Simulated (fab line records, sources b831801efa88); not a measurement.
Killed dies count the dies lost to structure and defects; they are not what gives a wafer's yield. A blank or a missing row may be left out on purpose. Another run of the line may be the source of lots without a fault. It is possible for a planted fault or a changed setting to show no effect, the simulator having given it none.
fab line records | flow sky130
[record] lots = 11 | wafers = 33 | last-day = 50
route steps=708 shown SD_P@359 LI_CONTACT@375 LOCAL_INTERCONNECT@387 PAD_OPEN@708
lots that met no fault: from a run of the same line without faults
start-h: hours from the record's opening day to when the first of the lot's shown wafers began | wait-h: time in hours since the lot's previous step | " as in the row above | L1.1+2: one row covering several wafers at once | - value missing, or start not given | * or withheld: withheld | < > ~ a bound
route shown NAME@n: a module of which the file shows steps, and the number in the route of the first | usual: mean/standard deviation taken from wafers without a fault | same: alike in all rows | chamber/n: place in a boat | sites: per-site readings | _std_site: their standard deviation | _edge_site: the outer-site mean with the inner-site mean subtracted | radius-mm: for every site, how far away it sits from the centre of the wafer | mask NAME#n: copy n | behind: the tool/chamber that last shaped the wafer | hold: the reason the lot was held/the length of the hold in hours/how it ended | device: names the non-switching transistor (n, p or np) | end of line: tests run on the same wafers once the route is complete | for a step that has no rows: nothing shown but its recipe | killed: dies lost to structure and defects at the first sort, not the wafer's yield | map: dies across one wafer; x = killed, . = not, _ = none there
set.NAME: the setting that was run; set.NAME@STEP: the one run at that earlier step | model.NAME: the simulator's own value behind a step, which no gauge read
one table for each step of the route and one row for each wafer, over a sample of lots
services: the hour from which a tool's chamber was out of use, counted from the record's first day as start-h (under 0 if before that day), plus the number of hours and why
[[steps]]
[step SKY_SD_N_RS_MEAS_17]
[recipe] thk-meas-gauge = four-point-probe
[usual] SD_P_RS = 147.3/0.39
lot.wafer | tool          | chamber | start-h | wait-h | SD_P_RS[ohm/sq]
L142.1    | film-metro-02 | -       | 638.97  | 0.1    | 147.8
L142.2    | "             | -       | "       | "      | 147.5
L142.3    | "             | -       | "       | "      | 147.7
L144.2    | film-metro-04 | -       | 656.32  | 0.1    | 147.3
L144.3    | "             | -       | "       | "      | 146.9
L144.6    | "             | -       | "       | "      | 147.3
L146.3    | film-metro-04 | -       | 680.12  | 0.1    | 146.9
L146.5    | "             | -       | "       | "      | 146.7
L146.6    | "             | -       | "       | "      | 146.9
L148.3    | film-metro-01 | -       | 693.28  | 0.1    | 147.1
L148.4    | "             | -       | "       | "      | 146.9
L148.5    | "             | -       | "       | "      | 147.0
L149.1    | film-metro-04 | -       | 732.18  | 0.1    | 147.3
L149.2    | "             | -       | "       | "      | 147.8
L149.4    | "             | -       | "       | "      | 147.5
L152.2    | film-metro-01 | -       | 733.98  | 0.1    | 147.1
L152.3    | "             | -       | "       | "      | 146.5
L152.5    | "             | -       | "       | "      | 146.7
L156.1    | film-metro-04 | -       | 767.37  | 0.1    | 147.4
L156.3    | "             | -       | "       | "      | 147.0
L156.6    | "             | -       | "       | "      | 146.9
L157.2    | film-metro-01 | -       | 778.10  | 0.1    | 147.7
L157.4    | "             | -       | "       | "      | 147.1
L157.5    | "             | -       | "       | "      | 147.3
L160.2    | film-metro-02 | -       | 784.73  | 0.1    | 147.8
L160.4    | "             | -       | "       | "      | 147.4
L160.5    | "             | -       | "       | "      | 147.6
L163.1    | film-metro-04 | -       | 809.73  | 0.1    | 147.3
L163.4    | "             | -       | "       | "      | 147.2
L163.5    | "             | -       | "       | "      | 147.6
L165.1    | film-metro-01 | -       | 822.12  | 0.1    | 146.5
L165.4    | "             | -       | "       | "      | 146.9
L165.5    | "             | -       | "       | "      | 147.2
[step SKY_LI_CONTACT_OVL_MEAS_13]
[usual] LI_CONTACT_OVL = 3/4.5
lot.wafer | tool       | chamber | start-h | wait-h | LI_CONTACT_OVL[nm]
L142.1    | overlay-01 | -       | 667.98  | 0.1    | 2
L142.2    | "          | -       | "       | "      | 5
L142.3    | "          | -       | "       | "      | -1
L144.2    | overlay-01 | -       | 685.01  | 0.1    | -4
L144.3    | "          | -       | "       | "      | -1
L144.6    | "          | -       | "       | "      | 0
L146.3    | overlay-02 | -       | 708.54  | 0.1    | -1
L146.5    | "          | -       | "       | "      | 3
L146.6    | "          | -       | "       | "      | 3
L148.3    | overlay-01 | -       | 721.59  | 0.1    | 2
L148.4    | "          | -       | "       | "      | 0
L148.5    | "          | -       | "       | "      | -3
L149.1    | overlay-01 | -       | 760.48  | 0.1    | 4
L149.2    | "          | -       | "       | "      | -6
L149.4    | "          | -       | "       | "      | 5
L152.2    | overlay-01 | -       | 761.14  | 0.1    | 3
L152.3    | "          | -       | "       | "      | 3
L152.5    | "          | -       | "       | "      | 3
L156.1    | overlay-01 | -       | 794.89  | 0.1    | 2
L156.3    | "          | -       | "       | "      | 7
L156.6    | "          | -       | "       | "      | -1
L157.2    | overlay-01 | -       | 805.79  | 0.1    | 2
L157.4    | "          | -       | "       | "      | 1
L157.5    | "          | -       | "       | "      | 0
L160.2    | overlay-01 | -       | 813.09  | 0.1    | 3
L160.4    | "          | -       | "       | "      | -4
L160.5    | "          | -       | "       | "      | -4
L163.1    | overlay-01 | -       | 837.43  | 0.1    | -3
L163.4    | "          | -       | "       | "      | -11
L163.5    | "          | -       | "       | "      | -1
L165.1    | overlay-02 | -       | 849.66  | 0.1    | 4
L165.4    | "          | -       | "       | "      | -2
L165.5    | "          | -       | "       | "      | -2
[step SKY_LI_CONTACT_SPUTTER_20]
[recipe] material = TiN | target-thk-nm = 20 | chamber-pressure-pa = 5 | power-w = 4000 | time-s = 80
[usual] cathode-dc-power-W = 3999.9/0.7 | chamber-pressure-pa = 5.000/0.0095 | throttle-valve-pct = 29.8/0.49
lot.wafer | tool           | chamber | start-h | wait-h | cathode-dc-power-W | chamber-pressure-pa | throttle-valve-pct
L142.1    | pvd-sputter-04 | -       | 668.72  | 0.0    | 3999.9             | 4.993               | 30.7
L142.2    | "              | -       | "       | "      | 4000.2             | 5.015               | 30.5
L142.3    | "              | -       | "       | "      | 3999.2             | 5.000               | 29.3
L144.2    | pvd-sputter-02 | -       | 685.54  | 0.0    | 4001.6             | 5.007               | 29.7
L144.3    | "              | -       | "       | "      | 3999.6             | 4.998               | 29.7
L144.6    | "              | -       | "       | "      | 3999.1             | 4.996               | 29.2
L146.3    | pvd-sputter-04 | -       | 709.08  | 0.0    | 4000.4             | 5.000               | 30.7
L146.5    | "              | -       | "       | "      | 4000.7             | 5.001               | 29.3
L146.6    | "              | -       | "       | "      | 3998.9             | 5.009               | 30.4
L148.3    | pvd-sputter-04 | -       | 722.11  | 0.0    | 4000.7             | 5.001               | 30.5
L148.4    | "              | -       | "       | "      | 3997.6             | 5.005               | 29.1
L148.5    | "              | -       | "       | "      | 4000.2             | 4.982               | 30.3
L149.1    | pvd-sputter-02 | -       | 761.03  | 0.0    | 4000.4             | 4.984               | 29.4
L149.2    | "              | -       | "       | "      | 4000.1             | 4.989               | 29.4
L149.4    | "              | -       | "       | "      | 3998.9             | 5.021               | 30.0
L152.2    | pvd-sputter-01 | -       | 761.68  | 0.0    | 4000.2             | 4.996               | 29.5
L152.3    | "              | -       | "       | "      | 3999.9             | 5.020               | 29.2
L152.5    | "              | -       | "       | "      | 3999.7             | 5.014               | 30.2
L156.1    | pvd-sputter-02 | -       | 795.43  | 0.0    | 4000.3             | 4.985               | 29.6
L156.3    | "              | -       | "       | "      | 3999.0             | 4.998               | 29.3
L156.6    | "              | -       | "       | "      | 3999.3             | 5.012               | 30.0
L157.2    | pvd-sputter-04 | -       | 806.31  | 0.0    | 3998.9             | 5.012               | 30.6
L157.4    | "              | -       | "       | "      | 3999.8             | 5.007               | 30.4
L157.5    | "              | -       | "       | "      | 3999.9             | 4.993               | 29.2
L160.2    | pvd-sputter-02 | -       | 813.61  | 0.0    | 3998.9             | 5.005               | 28.9
L160.4    | "              | -       | "       | "      | 3999.5             | 5.009               | 29.6
L160.5    | "              | -       | "       | "      | 3999.5             | 5.017               | 29.6
L163.1    | pvd-sputter-02 | -       | 837.96  | 0.0    | 3998.9             | 4.993               | 29.3
L163.4    | "              | -       | "       | "      | 4000.7             | 5.007               | 30.5
L163.5    | "              | -       | "       | "      | 4000.3             | 4.998               | 30.3
L165.1    | pvd-sputter-02 | -       | 850.19  | 0.0    | 3999.9             | 4.993               | 30.1
L165.4    | "              | -       | "       | "      | 3999.2             | 4.984               | 30.4
L165.5    | "              | -       | "       | "      | 3999.7             | 4.998               | 29.2
[step SKY_LOCAL_INTERCONNECT_SPUTTER_00]
[recipe] material = TiN | target-thk-nm = 100 | temp-c = 300 | power-w = 6500 | time-s = 83.3 | chamber-pressure-pa = 0.4
[usual] cathode-dc-power-W = 6500.0/1.1 | chamber-pressure-pa = 0.4001/0.00077 | throttle-valve-pct = 30.4/0.79
lot.wafer | tool           | chamber | start-h | wait-h | cathode-dc-power-W | chamber-pressure-pa | throttle-valve-pct
L142.1    | pvd-sputter-03 | -       | 669.39  | 0.1    | 6500.9             | 0.3994              | 31.6
L142.2    | "              | -       | "       | "      | 6499.2             | 0.4000              | 29.7
L142.3    | "              | -       | "       | "      | 6500.8             | 0.3993              | 31.4
L144.2    | pvd-sputter-03 | -       | 686.21  | 0.2    | 6499.8             | 0.3997              | 29.6
L144.3    | "              | -       | "       | "      | 6499.7             | 0.4004              | 31.2
L144.6    | "              | -       | "       | "      | 6501.7             | 0.3981              | 30.1
L146.3    | pvd-sputter-02 | -       | 709.75  | 0.2    | 6500.6             | 0.4002              | 29.5
L146.5    | "              | -       | "       | "      | 6500.8             | 0.4004              | 29.8
L146.6    | "              | -       | "       | "      | 6503.1             | 0.4014              | 29.6
L148.3    | pvd-sputter-02 | -       | 722.78  | 0.2    | 6500.2             | 0.4001              | 29.8
L148.4    | "              | -       | "       | "      | 6499.0             | 0.3999              | 30.0
L148.5    | "              | -       | "       | "      | 6498.8             | 0.4001              | 29.6
L149.1    | pvd-sputter-03 | -       | 761.70  | 0.2    | 6501.0             | 0.4002              | 31.1
L149.2    | "              | -       | "       | "      | 6501.4             | 0.4003              | 31.5
L149.4    | "              | -       | "       | "      | 6499.8             | 0.4001              | 31.6
L152.2    | pvd-sputter-04 | -       | 762.64  | 0.1    | 6498.7             | 0.4004              | 30.8
L152.3    | "              | -       | "       | "      | 6501.3             | 0.3995              | 29.5
L152.5    | "              | -       | "       | "      | 6499.8             | 0.4002              | 30.4
L156.1    | pvd-sputter-04 | -       | 796.10  | 0.1    | 6499.0             | 0.4007              | 30.4
L156.3    | "              | -       | "       | "      | 6501.2             | 0.4001              | 30.4
L156.6    | "              | -       | "       | "      | 6500.1             | 0.3994              | 30.8
L157.2    | pvd-sputter-03 | -       | 806.98  | 0.1    | 6498.0             | 0.3994              | 31.1
L157.4    | "              | -       | "       | "      | 6500.3             | 0.3989              | 31.5
L157.5    | "              | -       | "       | "      | 6500.1             | 0.4003              | 31.0
L160.2    | pvd-sputter-04 | -       | 814.28  | 0.1    | 6301.7             | 0.3998              | 30.4
L160.4    | "              | -       | "       | "      | 6498.4             | 0.3988              | 30.2
L160.5    | "              | -       | "       | "      | 6499.0             | 0.3998              | 30.2
L163.1    | pvd-sputter-04 | -       | 838.63  | 0.1    | 6300.2             | 0.3993              | 30.4
L163.4    | "              | -       | "       | "      | 6498.1             | 0.4004              | 29.2
L163.5    | "              | -       | "       | "      | 6500.1             | 0.4002              | 29.1
L165.1    | pvd-sputter-03 | -       | 850.86  | 0.2    | 6500.7             | 0.3997              | 29.8
L165.4    | "              | -       | "       | "      | 6500.9             | 0.4027              | 31.5
L165.5    | "              | -       | "       | "      | 6500.8             | 0.3992              | 29.6
[step SKY_LOCAL_INTERCONNECT_RS_MEAS_01]
[recipe] thk-meas-gauge = four-point-probe | reads = TiN_of_LOCAL_INTERCONNECT_SPUTTER_00
[usual] LOCAL_INTERCONNECT_TIN_RS = 14.13/0.13
lot.wafer | tool          | chamber | start-h | wait-h | LOCAL_INTERCONNECT_TIN_RS[ohm/sq]
L142.1    | film-metro-04 | -       | 669.45  | 0.0    | 14.05
L142.2    | "             | -       | "       | "      | 14.10
L142.3    | "             | -       | "       | "      | 14.10
L144.2    | film-metro-04 | -       | 686.29  | 0.1    | 14.16
L144.3    | "             | -       | "       | "      | 14.12
L144.6    | "             | -       | "       | "      | 14.21
L146.3    | film-metro-03 | -       | 709.85  | 0.1    | 13.91
L146.5    | "             | -       | "       | "      | 14.00
L146.6    | "             | -       | "       | "      | 14.21
L148.3    | film-metro-03 | -       | 722.88  | 0.1    | 14.28
L148.4    | "             | -       | "       | "      | 14.09
L148.5    | "             | -       | "       | "      | 14.21
L149.1    | film-metro-03 | -       | 761.76  | 0.0    | 14.24
L149.2    | "             | -       | "       | "      | 14.12
L149.4    | "             | -       | "       | "      | 14.21
L152.2    | film-metro-03 | -       | 762.72  | 0.1    | 14.21
L152.3    | "             | -       | "       | "      | 14.14
L152.5    | "             | -       | "       | "      | 14.14
L156.1    | film-metro-02 | -       | 796.16  | 0.0    | 14.06
L156.3    | "             | -       | "       | "      | 14.21
L156.6    | "             | -       | "       | "      | 14.05
L157.2    | film-metro-02 | -       | 807.06  | 0.1    | 14.26
L157.4    | "             | -       | "       | "      | 13.97
L157.5    | "             | -       | "       | "      | 14.07
L160.2    | film-metro-03 | -       | 814.36  | 0.1    | 14.51
L160.4    | "             | -       | "       | "      | 13.83
L160.5    | "             | -       | "       | "      | 13.97
L163.1    | film-metro-03 | -       | 838.69  | 0.0    | 14.59
L163.4    | "             | -       | "       | "      | 14.04
L163.5    | "             | -       | "       | "      | 14.17
L165.1    | film-metro-02 | -       | 850.92  | 0.0    | 13.90
L165.4    | "             | -       | "       | "      | 13.97
L165.5    | "             | -       | "       | "      | 13.98
[step SKY_LOCAL_INTERCONNECT_METAL_ETCH_14]
[recipe] target-depth-nm = 110 | stop-on = PSG | chemistry = Cl2/BCl3 | target = TiN | resist-sidewall-deg = 88 | pressure-mtorr = 10 | icp-w = 900 | bias-w = 48.5 | Cl2_flow_sccm = 60 | bcl3-flow-sccm = 30 | time-s = 31.4
[usual] bcl3-flow-sccm = 30.00/0.089 | drypump-motor-current-A = 5.8/0.47 | oes-product-au = 0.943/0.0067 | throttle-valve-pct = 21.900/0.0096
lot.wafer | tool         | chamber | start-h | wait-h | bcl3-flow-sccm | drypump-motor-current-A | oes-product-au | rf-hours-counter-h | throttle-valve-pct
L142.1    | rie-metal-03 | 1       | 697.28  | 0.0    | 30.16          | 5.5                     | 0.945          | 11                 | 21.910
L142.2    | "            | 0       | "       | "      | 29.92          | 5.7                     | 0.939          | 13                 | 21.914
L142.3    | "            | 0       | "       | "      | 29.90          | 5.7                     | 0.954          | -                  | 21.916
L144.2    | rie-metal-01 | 1       | 714.46  | 0.1    | 30.00          | 6.6                     | 0.940          | -                  | 21.915
L144.3    | "            | 1       | "       | "      | 30.13          | 6.6                     | 0.944          | -                  | 21.893
L144.6    | "            | 1       | "       | "      | 29.92          | 6.6                     | 0.937          | -                  | 21.901
L146.3    | rie-metal-03 | 0       | 737.35  | 0.0    | 30.15          | 5.6                     | 0.951          | -                  | 21.908
L146.5    | "            | 1       | "       | "      | 30.10          | 5.5                     | 0.955          | -                  | 21.920
L146.6    | "            | 0       | "       | "      | 29.80          | 5.7                     | 0.934          | -                  | 21.893
L148.3    | rie-metal-01 | 0       | 750.67  | 0.0    | 30.04          | 6.3                     | 0.933          | -                  | 21.893
L148.4    | "            | 1       | "       | "      | 29.91          | 6.6                     | 0.939          | -                  | 21.896
L148.5    | "            | 1       | "       | "      | 30.01          | 6.6                     | 0.950          | -                  | 21.888
L149.1    | rie-metal-03 | 0       | 789.22  | 0.1    | 30.00          | 5.7                     | 0.935          | 3                  | 21.899
L149.2    | "            | 0       | "       | "      | 30.06          | 5.7                     | 0.952          | -                  | 21.892
L149.4    | "            | 0       | "       | "      | 30.05          | 5.7                     | 0.941          | -                  | 21.897
L152.2    | rie-metal-04 | 0       | 790.23  | 0.0    | 30.09          | 6.4                     | 0.940          | 9                  | 21.902
L152.3    | "            | 1       | "       | "      | 30.07          | 5.1                     | 0.938          | -                  | 21.907
L152.5    | "            | 0       | "       | "      | 29.97          | 6.4                     | 0.937          | -                  | 21.901
L156.1    | rie-metal-03 | 1       | 823.23  | 0.1    | 29.96          | 5.5                     | 0.946          | 1                  | 21.904
L156.3    | "            | 1       | "       | "      | 29.90          | 5.5                     | 0.937          | -                  | 21.892
L156.6    | "            | 1       | "       | "      | 29.96          | 5.5                     | 0.947          | -                  | 21.900
L157.2    | rie-metal-03 | 1       | 834.06  | 0.1    | 29.85          | 5.5                     | 0.939          | -                  | 21.906
L157.4    | "            | 1       | "       | "      | 30.02          | 5.5                     | 0.945          | -                  | 21.899
L157.5    | "            | 1       | "       | "      | 29.99          | 5.5                     | 0.949          | -                  | 21.899
L160.2    | rie-metal-03 | 1       | 841.24  | 0.1    | 30.12          | 5.5                     | 0.929          | -                  | 21.916
L160.4    | "            | 1       | "       | "      | 29.98          | 5.5                     | 0.956          | -                  | 21.895
L160.5    | "            | 1       | "       | "      | 30.02          | 5.5                     | 0.951          | -                  | 21.896
L163.1    | rie-metal-03 | 0       | 864.33  | 0.0    | 29.99          | 5.7                     | 0.921          | 4                  | 21.907
L163.4    | "            | 1       | "       | "      | 29.83          | 5.5                     | 0.935          | -                  | 21.880
L163.5    | "            | 1       | "       | "      | 29.98          | 5.5                     | 0.934          | -                  | 21.899
L165.1    | rie-metal-04 | 1       | 876.53  | 0.0    | 30.06          | 5.1                     | 0.955          | 2                  | 21.904
L165.4    | "            | 0       | "       | "      | 30.06          | 6.4                     | 0.946          | -                  | 21.909
L165.5    | "            | 0       | "       | "      | 30.01          | 6.3                     | 0.947          | -                  | 21.882
[step SKY_PAD_OPEN_PROBE_99]
[usual] killed_at_M0_to_M3 = 44/7 | killed_at_M4_up = 3.0/2 | killed-at-contacts = 24/5.3 | killed-at-front-end = 15/4 | killed-at-other = 0.2/0.41 | killed-dies = 87/9.1 | killed-open = 49/7.3 | killed-short = 38/5.9
[same] gross-dies = 492 | killed-at-back-side = 0
lot.wafer | tool      | chamber | start-h | wait-h | killed_at_M0_to_M3 | killed_at_M4_up | killed-at-contacts | killed-at-front-end | killed-at-other | killed-dies | killed-open | killed-short
L157.2    | prober-02 | -       | 1168.67 | 0.1    | 54                 | 3               | 17                 | 18                  | 1               | 93          | 51          | 42
L157.4    | prober-02 | -       | 1168.77 | 0.2    | 48                 | 2               | 26                 | 17                  | 1               | 94          | 46          | 48
L157.5    | prober-02 | -       | 1168.82 | 0.2    | 39                 | 0               | 15                 | 13                  | 0               | 67          | 36          | 31
L163.1    | prober-02 | -       | 1189.51 | 0.1    | 41                 | 3               | 19                 | 14                  | 0               | 77          | 43          | 34
L163.4    | prober-02 | -       | 1189.66 | 0.2    | 49                 | 3               | 26                 | 13                  | 0               | 91          | 46          | 45
L163.5    | prober-02 | -       | 1189.71 | 0.2    | 48                 | 4               | 24                 | 19                  | 1               | 96          | 54          | 42
// killed by level:class
L157.2 VIA1:geometric-particle:open=11 VIA3:geometric-particle:open=9 POLY_GATE:geometric-particle:short=9 METAL2:geometric-particle:short=8 VIA2:geometric-particle:open=8 LI_CONTACT:geometric-particle:open=7 CONTACT:geometric-particle:open=6 METAL1:geometric-particle:short=6
L157.4 VIA1:geometric-particle:open=10 VIA1:geometric-particle:short=8 CONTACT:geometric-particle:open=7 VIA3:geometric-particle:open=7 FIELD_ISO:geometric-particle:short=6 LI_CONTACT:geometric-particle:short=6 LI_CONTACT:geometric-particle:open=6 VIA2:geometric-particle:open=4
L157.5 VIA2:geometric-particle:open=9 VIA3:geometric-particle:open=6 FIELD_ISO:geometric-particle:open=5 CONTACT:geometric-particle:open=5 METAL1:geometric-particle:short=5 CONTACT:geometric-particle:short=4 VIA1:geometric-particle:open=4 FIELD_ISO:geometric-particle:short=3
L163.1 CONTACT:geometric-particle:open=8 METAL1:geometric-particle:short=7 VIA1:geometric-particle:open=7 VIA3:geometric-particle:open=7 CONTACT:geometric-particle:short=6 VIA2:geometric-particle:open=5 VIA3:geometric-particle:short=5 POLY_GATE:geometric-particle:open=4
L163.4 VIA1:geometric-particle:open=10 METAL1:geometric-particle:short=10 LI_CONTACT:geometric-particle:open=8 CONTACT:geometric-particle:open=8 METAL2:geometric-particle:short=6 CONTACT:geometric-particle:short=5 FIELD_ISO:geometric-particle:open=4 FIELD_ISO:geometric-particle:short=4
L163.5 VIA1:geometric-particle:open=13 CONTACT:geometric-particle:open=10 FIELD_ISO:geometric-particle:open=8 VIA1:geometric-particle:short=8 VIA3:geometric-particle:open=8 CONTACT:geometric-particle:short=6 METAL1:geometric-particle:short=5 LI_CONTACT:geometric-particle:short=4
[[services]]
tool           | chamber | start-h | hours | kind
pvd-sputter-04 | -       | 645.85  | 1.8   | repair
rie-metal-01   | -       | 659.75  | 2.1   | repair
pvd-sputter-01 | -       | 673.78  | 0.5   | repair
rie-metal-01   | 1       | 675.38  | 1.3   | repair
rie-metal-01   | -       | 686.56  | 2.8   | pm
pvd-sputter-04 | 2       | 707.06  | -     | consumable-replace:kit
pvd-sputter-04 | 2       | 707.06  | 18.0  | scheduled-down
pvd-sputter-04 | 2       | 707.06  | 18.0  | vent-cycle
pvd-sputter-02 | 0       | 712.80  | -     | consumable-replace:kit
pvd-sputter-02 | 0       | 712.80  | 18.0  | scheduled-down
pvd-sputter-02 | 0       | 712.80  | 18.0  | vent-cycle
rie-metal-03   | 0       | 717.05  | -     | clean
rie-metal-03   | 0       | 717.05  | 15.0  | scheduled-down
rie-metal-03   | 0       | 717.05  | 15.0  | vent-cycle
pvd-sputter-03 | -       | 733.38  | 0.8   | repair
pvd-sputter-02 | -       | 761.55  | 2.8   | repair
rie-metal-03   | -       | 773.45  | 2.8   | pm
rie-metal-03   | 1       | 777.60  | -     | clean
rie-metal-03   | 1       | 777.60  | 26.1  | scheduled-down
rie-metal-03   | 1       | 777.60  | 26.1  | vent-cycle
pvd-sputter-01 | -       | 803.96  | 11.2  | repair
rie-metal-03   | 0       | 806.37  | 44.3  | repair
pvd-sputter-03 | -       | 809.62  | 0.9   | repair
rie-metal-01   | 0       | 844.67  | 9.1   | repair
[[key]]
[first-sign] step = SKY_LOCAL_INTERCONNECT_SPUTTER_00 | reading = cathode-dc-power-W | direction = down | sigmas = 99+ | usual = 6500.0 | struck = 6300.9
[effect] step = SKY_LOCAL_INTERCONNECT_RS_MEAS_01 | reading = LOCAL_INTERCONNECT_TIN_RS | direction = up | sigmas = 3.3 | usual = 14.13 | struck = 14.55
[effect] step = SKY_LOCAL_INTERCONNECT_METAL_ETCH_14 | reading = oes-product-au | direction = down | sigmas = 2.6 | usual = 0.943 | struck = 0.925
met-at SKY_LOCAL_INTERCONNECT_SPUTTER_00
struck-lots L160,L163
struck-wafers L160.2,L163.1
tester-left-out L160,L163
not-acting-at SKY_SD_N_RS_MEAS_17,SKY_LI_CONTACT_OVL_MEAS_13,SKY_LI_CONTACT_SPUTTER_20
onset-between 796.10 814.28
[fault] kind = process-parameter-drift | tool = pvd-sputter-04 | chamber = - | onset-h = 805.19 | steps = SKY_LOCAL_INTERCONNECT_SPUTTER_00 | channel = power-w | offset = * | shape = step | end-h = 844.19 | acts-in = * | stated = * | scope = struck-wafers-only
// tester-left-out: of these lots the tester's yield and bins aren't shown, on N5 and GAA mostly nor the transistor test; their killed dies are dies lost to structure and defects alone, not to doping, threshold or leakage, so they don't give the yield
